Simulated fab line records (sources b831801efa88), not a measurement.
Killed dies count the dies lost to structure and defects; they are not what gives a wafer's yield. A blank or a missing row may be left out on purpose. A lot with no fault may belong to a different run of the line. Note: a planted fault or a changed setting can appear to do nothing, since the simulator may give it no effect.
Which tool is to blame? + flow gf180mcu + 72 wafers from 24 lots sampled at 4 of the route's 602 steps

## WHAT THE GAUGES SHOWED, per wafer
GF_V1_BOW_MEAS_05. Usual: V1_BOW 83 um, standard deviation 8.2.
| lot  | measured     | on            | V1_BOW (um) | flag |
|------|--------------|---------------|-------------|------|
| L074 | day 17 12:15 | film metro-01 | 81 93 101   |      |
| L075 | day 17 13:16 | film metro-01 | 90 83 81    |      |
| L076 | day 18 04:44 | film metro-01 | 87 86 81    |      |
| L077 | day 18 15:13 | film metro-01 | 73 73 89    |      |
| L078 | day 18 21:15 | film metro-04 | 88 90 98    |      |
| L079 | day 18 23:13 | film metro-01 | 85 81 93    |      |
| L080 | day 19 08:41 | film metro-03 | 89 68 86    |      |
| L081 | day 19 21:22 | film metro-04 | 86 83 75    |      |
| L082 | day 20 05:46 | film metro-04 | 78 88 87    |      |
| L083 | day 20 12:15 | film metro-04 | 79 92 70    |      |
| L084 | day 20 19:32 | film metro-01 | 85 82 76    |      |
| L085 | day 21 09:43 | film metro-01 | 78 89 77    |      |
| L086 | day 21 13:57 | film metro-04 | 74 67 65    |      |
| L087 | day 22 04:43 | film metro-04 | 94 65 73    |      |
| L088 | day 22 12:17 | film metro-01 | 100 89 95   |      |
| L089 | day 22 14:16 | film metro-03 | 99 80 100   |      |
| L090 | day 23 01:22 | film metro-03 | 89 75 89    |      |
| L091 | day 23 10:13 | film metro-04 | 77 74 72    |      |
| L092 | day 23 20:22 | film metro-01 | 60 85 75    |      |
| L093 | day 23 22:37 | film metro-01 | 77 70 82    |      |
| L094 | day 24 07:10 | film metro-03 | 92 86 95    |      |
| L095 | day 24 18:08 | film metro-04 | 81 91 92    |      |
| L096 | day 24 21:06 | film metro-04 | 97 78 90    |      |
| L097 | day 25 04:41 | film metro-04 | 89 93 97    |      |

GF_V4_OVL_MEAS_15. Usual: V4_OVL -2 nm, standard deviation 5.5.
| lot  | measured     | on         | V4_OVL (nm) | flag |
|------|--------------|------------|-------------|------|
| L074 | day 24 17:42 | overlay-02 | 9 3 4       |      |
| L075 | day 24 19:06 | overlay-01 | -8 0 -1     |      |
| L076 | day 25 06:43 | overlay-02 | 1 2 -2      |      |
| L077 | day 25 17:43 | overlay-01 | -5 -1 -2    |      |
| L078 | day 25 22:35 | overlay-01 | -9 -2 -11   |      |
| L079 | day 25 23:17 | overlay-01 | -13 -11 -9  |      |
| L080 | day 26 13:35 | overlay-01 | 0 -2 3      |      |
| L081 | day 26 18:59 | overlay-02 | -4 -4 0     |      |
| L082 | day 27 01:55 | overlay-01 | -4 0 0      |      |
| L083 | day 27 08:27 | overlay-01 | -3 -10 -12  |      |
| L084 | day 27 16:56 | overlay-02 | 9 2 4       |      |
| L085 | day 28 03:00 | overlay-01 | 5 0 0       |      |
| L086 | day 28 06:58 | overlay-01 | -2 1 -6     |      |
| L087 | day 28 20:13 | overlay-01 | -7 -7 -7    |      |
| L088 | day 29 00:16 | overlay-02 | -6 -2 -1    |      |
| L089 | day 29 03:04 | overlay-02 | 1 -1 1      |      |
| L090 | day 29 12:47 | overlay-01 | 2 3 4       |      |
| L091 | day 29 19:04 | overlay-01 | -7 -6 0     |      |
| L092 | day 30 05:12 | overlay-01 | -3 -4 -5    |      |
| L093 | day 30 07:26 | overlay-01 | -1 4 3      |      |
| L094 | day 30 13:44 | overlay-01 | -20 -11 -13 |      |
| L095 | day 30 23:04 | overlay-02 | -6 -2 -2    |      |
| L096 | day 31 01:53 | overlay-01 | 5 4 -1      |      |
| L097 | day 31 08:04 | overlay-02 | -1 -5 -3    |      |

GF_V4_THK_MEAS_25: measures by xrf. Usual: V4_W_THK 361 nm, standard deviation 6.3.
| lot  | measured     | on            | V4_W_THK (nm) | flag |
|------|--------------|---------------|---------------|------|
| L074 | day 24 18:44 | film metro-02 | 352 350 352   |      |
| L075 | day 24 20:10 | film metro-03 | 365 369 365   |      |
| L076 | day 25 07:46 | film metro-02 | 360 360 356   |      |
| L077 | day 25 18:46 | film metro-02 | 356 359 358   |      |
| L078 | day 25 23:38 | film metro-02 | 361 361 361   |      |
| L079 | day 26 00:26 | film metro-03 | 370 370 364   |      |
| L080 | day 26 14:38 | film metro-04 | 355 365 356   |      |
| L081 | day 26 20:02 | film metro-03 | 361 364 360   |      |
| L082 | day 27 02:56 | film metro-03 | 362 362 362   |      |
| L083 | day 27 09:37 | film metro-02 | 355 361 351   |      |
| L084 | day 27 18:23 | film metro-02 | 357 362 357   |      |
| L085 | day 28 04:04 | film metro-03 | 371 372 367   |      |
| L086 | day 28 08:01 | film metro-03 | 372 371 371   |      |
| L087 | day 28 21:16 | film metro-04 | 355 360 352   |      |
| L088 | day 29 01:20 | film metro-03 | 371 369 370   |      |
| L089 | day 29 04:07 | film metro-04 | 357 349 350   |      |
| L090 | day 29 13:52 | film metro-03 | 363 371 366   |      |
| L091 | day 29 20:07 | film metro-03 | 360 364 359   |      |
| L092 | day 30 06:16 | film metro-03 | 353 353 355   |      |
| L093 | day 30 08:29 | film metro-02 | 352 355 354   |      |
| L094 | day 30 14:49 | film metro-02 | 351 355 350   |      |
| L095 | day 31 00:07 | film metro-03 | 362 358 358   |      |
| L096 | day 31 02:55 | film metro-03 | 365 359 360   |      |
| L097 | day 31 09:06 | film metro-04 | 361 358 360   |      |

## WHICH TOOL RAN EACH LOT (tool, then ch and the chambers of the sampled wafers, then the start)
| lot  | GF_V1_CVD_23                  |
|------|-------------------------------|
| L074 | cvd w-02 ch 0, day 18 12:48   |
| L075 | cvd w-02 ch 0, day 18 13:39   |
| L076 | cvd w-02 ch 0,1, day 19 05:23 |
| L077 | cvd w-01 ch 0,1, day 19 16:34 |
| L078 | cvd w-01 ch 0,1, day 19 22:53 |
| L079 | cvd w-01 ch 0,1, day 20 00:48 |
| L080 | cvd w-01 ch 0,1, day 20 10:08 |
| L081 | cvd w-02 ch 0,1, day 20 22:23 |
| L082 | cvd w-01 ch 0,1, day 21 07:17 |
| L083 | cvd w-02 ch 0,1, day 21 13:10 |
| L084 | cvd w-02 ch 0,1, day 21 20:17 |
| L085 | cvd w-02 ch 1, day 22 10:09   |
| L086 | cvd w-02 ch 0,1, day 22 13:59 |
| L087 | cvd w-02 ch 0,1, day 23 04:10 |
| L088 | cvd w-02 ch 0,1, day 23 11:44 |
| L089 | cvd w-02 ch 0,1, day 23 13:56 |
| L090 | cvd w-01 ch 0,1, day 24 00:07 |
| L091 | cvd w-01 ch 0,1, day 24 09:35 |
| L092 | cvd w-01 ch 0,1, day 24 19:28 |
| L093 | cvd w-01 ch 0,1, day 24 21:03 |
| L094 | cvd w-02 ch 0, day 25 05:56   |
| L095 | cvd w-02 ch 0,1, day 25 16:47 |
| L096 | cvd w-02 ch 0,1, day 25 18:51 |
| L097 | cvd w-01 ch 0,1, day 26 02:17 |
- GF_V1_CVD_23: deposits W, target thk 350 nm, time 105.05 s.

## AS READ BY THE TOOLS THEMSELVES (means over the sampled wafers that have a number; for cases with no such wafer, the mark the record gives instead)
GF_V1_CVD_23. Usual: heater power w 806 W, standard deviation 18.
| lot  | tool     | heater power w (W) | flag |
|------|----------|--------------------|------|
| L074 | cvd w-02 | 788                |      |
| L075 | cvd w-02 | 792                |      |
| L076 | cvd w-02 | 802                |      |
| L077 | cvd w-01 | 809                |      |
| L078 | cvd w-01 | 814                |      |
| L079 | cvd w-01 | 822                |      |
| L080 | cvd w-01 | 818                |      |
| L081 | cvd w-02 | 788                |      |
| L082 | cvd w-01 | 817                |      |
| L083 | cvd w-02 | 797                |      |
| L084 | cvd w-02 | 786                |      |
| L085 | cvd w-02 | 806                |      |
| L086 | cvd w-02 | 795                |      |
| L087 | cvd w-02 | 801                |      |
| L088 | cvd w-02 | 788                |      |
| L089 | cvd w-02 | 808                |      |
| L090 | cvd w-01 | 850                |      |
| L091 | cvd w-01 | 812                |      |
| L092 | cvd w-01 | 827                |      |
| L093 | cvd w-01 | 833                |      |
| L094 | cvd w-02 | 798                |      |
| L095 | cvd w-02 | 793                |      |
| L096 | cvd w-02 | 800                |      |
| L097 | cvd w-01 | 825                |      |

## THE ANSWER, worked out from the rows above alone
Rule: take the mean of a lot's wafers that have a number; if it is more than 3 standard deviations from the usual mean, the lot is off. Also off: a lot with no number at a reading for which 4 or more lots have one. The other lots that the step has rows for count as sound. Order of review: gauges by route order, followed by the tools' own readings, for which a lot's mean as printed above is used. At the first step where some lot is off, the reading lying furthest off is the one used; lots without a number count as furthest.
Across all readings shown, no lot is off: no conclusion can be drawn from this.

## WHAT WAS PUT IN BY THE SIMULATOR
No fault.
